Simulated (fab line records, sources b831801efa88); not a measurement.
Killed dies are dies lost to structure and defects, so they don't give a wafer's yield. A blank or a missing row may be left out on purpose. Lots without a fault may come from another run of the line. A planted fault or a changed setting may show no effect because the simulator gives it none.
Chamber matching | flow sky130 | SKY_CAP2M_CVD_00 on pecvd-02: 3 sister chambers
The step deposits SiO2, target thk 15.5 nm. 3 wafers are shown with their chamber, then 11 later ones without.

WAFERS WITH THEIR CHAMBER
wafer  | chamber | heater_power_w (W)
L087.4 | 1       | 602
L089.6 | 2       | 707
L092.2 | 0       | 840

WAFERS WITHOUT THEIR CHAMBER
wafer  | heater_power_w (W)
L092.5 | 694
L092.6 | 778
L091.1 | 756
L091.3 | 666
L091.4 | 755
L094.2 | 607
L094.3 | 707
L094.4 | 609
L097.2 | 743
L097.3 | 724
L097.4 | 662

WHICH CHAMBER EACH WENT THROUGH
wafer  | from the rows above     | in truth
L092.5 | 2                       | 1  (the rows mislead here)
L092.6 | can't be placed: 0 or 2 | 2
L091.1 | can't be placed: 2 or 0 | 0
L091.3 | can't be placed: 2 or 1 | 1
L091.4 | can't be placed: 2 or 0 | 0
L094.2 | 1                       | 1
L094.3 | 2                       | 2
L094.4 | 1                       | 1
L097.2 | can't be placed: 2 or 0 | 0
L097.3 | 2                       | 2
L097.4 | can't be placed: 2 or 1 | 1
Placed correctly: 4 of 11. Can't be placed from these rows: 6 (the true chamber is among the candidates in 6). Placed wrongly: 1.
How it was worked out, from the rows above alone: a wafer's distance from a chamber is the root of the sum, over the readings, of the square of ((its reading less the chamber's mean) divided by the reading's scatter). The wafer belongs to the nearest chamber; if the next one is less than 2 further off, it can't be placed. A chamber's mean is the mean of its shown wafers. The scatter: with one shown wafer a chamber, the root of the mean of the squares of how far each hidden wafer lies from its nearest shown one.
